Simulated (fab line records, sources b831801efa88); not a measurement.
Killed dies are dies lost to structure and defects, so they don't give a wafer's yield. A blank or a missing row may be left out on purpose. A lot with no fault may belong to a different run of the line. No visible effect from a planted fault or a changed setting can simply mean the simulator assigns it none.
Which tool did it?    flow gf180mcu    39 wafers from 13 lots sampled at 4 of the route's 602 steps

## WHAT THE GAUGES SHOWED, per wafer
GF_V2_OVL_MEAS_15. Usual: V2_OVL gives 0 nm (standard deviation 4.8).
lot   measured      on          V2_OVL (nm)  flag
L607  day 19 20:55  overlay-02  -4 -7 1      
L608  day 20 12:11  overlay-02  9 -1 4       
L609  day 20 15:26  overlay-01  6 1 7        
L611  day 21 14:48  overlay-02  -7 -5 -1     
L613  day 22 06:33  overlay-02  2 1 6        
L619  day 24 11:36  overlay-01  -9 1 -4      
L620  day 25 01:53  overlay-02  3 -1 1       
L622  day 25 19:44  overlay-01  -3 -8 3      
L623  day 26 09:41  overlay-02  -6 1 5       
L624  day 26 20:43  overlay-02  -1 -2 -3     
L626  day 27 04:37  overlay-02  2 6 3        
L628  day 27 11:32  overlay-02  -1 -1 -2     
L630  day 28 03:40  overlay-02  -1 3 11      

GF_M3_RS_MEAS_05: measures by four-point-probe. Usual: M3_ALCU_RS gives 0.0695 ohm/sq (standard deviation 0.00087).
lot   measured      on             M3_ALCU_RS (ohm/sq)   flag
L607  day 19 22:33  film-metro-02  0.0687 0.0687 0.0694  
L608  day 20 13:52  film-metro-01  0.0680 0.0675 0.0673  
L609  day 20 17:04  film-metro-04  0.0694 0.0706 0.0701  
L611  day 21 16:33  film-metro-02  0.0692 0.0688 0.0690  
L613  day 22 08:11  film-metro-02  0.0688 0.0684 0.0693  
L619  day 24 13:16  film-metro-02  0.0686 0.0681 0.0690  
L620  day 25 03:32  film-metro-01  0.0708 0.0708 0.0696  
L622  day 25 21:21  film-metro-02  0.0686 0.0700 0.0684  
L623  day 26 11:25  film-metro-02  0.0696 0.0709 0.0698  
L624  day 26 22:20  film-metro-02  0.0691 0.0700 0.0697  
L626  day 27 06:16  film-metro-04  0.0695 0.0687 0.0690  
L628  day 27 13:18  film-metro-04  0.0700 0.0691 0.0693  
L630  day 28 05:16  film-metro-04  0.0700 0.0694 0.0700  

## TOOL THAT RAN EACH LOT (tool first, then ch and the chambers of the sampled wafers, then the start)
lot   GF_M3_SPUTTER_00              GF_M3_SPUTTER_01
L607  pvd-sputter-04, day 19 22:19  pvd-sputter-04, day 19 22:25
L608  pvd-sputter-04, day 20 13:35  pvd-sputter-04, day 20 13:42
L609  pvd-sputter-04, day 20 16:50  pvd-sputter-04, day 20 16:56
L611  pvd-sputter-02, day 21 16:17  pvd-sputter-02, day 21 16:23
L613  pvd-sputter-04, day 22 07:56  pvd-sputter-04, day 22 08:02
L619  pvd-sputter-02, day 24 12:58  pvd-sputter-02, day 24 13:05
L620  pvd-sputter-01, day 25 03:19  pvd-sputter-01, day 25 03:25
L622  pvd-sputter-01, day 25 21:07  pvd-sputter-01, day 25 21:13
L623  pvd-sputter-04, day 26 11:11  pvd-sputter-04, day 26 11:17
L624  pvd-sputter-04, day 26 22:06  pvd-sputter-04, day 26 22:12
L626  pvd-sputter-04, day 27 06:00  pvd-sputter-04, day 27 06:06
L628  pvd-sputter-04, day 27 13:05  pvd-sputter-04, day 27 13:11
L630  pvd-sputter-04, day 28 05:03  pvd-sputter-04, day 28 05:09
- GF_M3_SPUTTER_00: material Ti, target thk 37.5 nm, time 150 s.
- GF_M3_SPUTTER_01: material TiN, target thk 30 nm, time 25 s.

## WHAT THE TOOLS THEMSELVES READ (means of the sampled wafers that have a number; where no wafer has one, the mark that the record gives instead)
GF_M3_SPUTTER_00. Usual: chamber-pressure-pa 2.000 Pa, standard deviation 0.0038; throttle-valve-pct 29.3 %, standard deviation 1.1.
lot   tool            chamber-pressure-pa (Pa)  throttle-valve-pct (%)  flag
L607  pvd-sputter-04  1.999                     28.2                    
L608  pvd-sputter-04  2.000                     28.1                    
L609  pvd-sputter-04  1.998                     29.3                    
L611  pvd-sputter-02  1.996                     28.6                    
L613  pvd-sputter-04  2.001                     28.3                    
L619  pvd-sputter-02  1.996                     28.7                    
L620  pvd-sputter-01  2.000                     29.4                    
L622  pvd-sputter-01  1.999                     30.8                    
L623  pvd-sputter-04  2.003                     29.0                    
L624  pvd-sputter-04  1.999                     30.3                    
L626  pvd-sputter-04  1.998                     28.1                    
L628  pvd-sputter-04  2.002                     28.4                    
L630  pvd-sputter-04  2.001                     30.1                    

GF_M3_SPUTTER_01. Usual: chamber-pressure-pa 0.4000 Pa, standard deviation 0.00082; throttle-valve-pct 29.3 %, standard deviation 1.1.
lot   tool            chamber-pressure-pa (Pa)  throttle-valve-pct (%)  flag
L607  pvd-sputter-04  0.4002                    28.2                    
L608  pvd-sputter-04  0.4008                    28.2                    
L609  pvd-sputter-04  0.3008                    38.8                    OFF
L611  pvd-sputter-02  0.3998                    28.5                    
L613  pvd-sputter-04  0.3005                    38.1                    OFF
L619  pvd-sputter-02  0.4002                    28.8                    
L620  pvd-sputter-01  0.4002                    29.4                    
L622  pvd-sputter-01  0.3997                    30.8                    
L623  pvd-sputter-04  0.3998                    29.2                    
L624  pvd-sputter-04  0.3995                    30.2                    
L626  pvd-sputter-04  0.4006                    28.1                    
L628  pvd-sputter-04  0.4014                    28.4                    
L630  pvd-sputter-04  0.3995                    30.3                    

## THE ANSWER, worked out from the rows above alone
Rule: take the mean of a lot's wafers that have a number; if it is more than 3 standard deviations from the usual mean, the lot is off. Also off: a lot with no number at a reading for which 4 or more lots have one. All remaining lots with rows at the step are treated as sound. Order of review: gauges by route order, followed by the tools' own readings, for which a lot's mean as printed above is used. The first step at which some lot is off is used, and at that step the reading that is off furthest; a lot without a number counts as furthest.
Off: L609, L613 (GF_M3_SPUTTER_01, chamber-pressure-pa).
A tool fits if, at that step or a process step before it, it ran every lot that is off, and no sound lot after the first of them. Of those tried, none fits.

## WHAT THE SIMULATOR HAD PUT IN
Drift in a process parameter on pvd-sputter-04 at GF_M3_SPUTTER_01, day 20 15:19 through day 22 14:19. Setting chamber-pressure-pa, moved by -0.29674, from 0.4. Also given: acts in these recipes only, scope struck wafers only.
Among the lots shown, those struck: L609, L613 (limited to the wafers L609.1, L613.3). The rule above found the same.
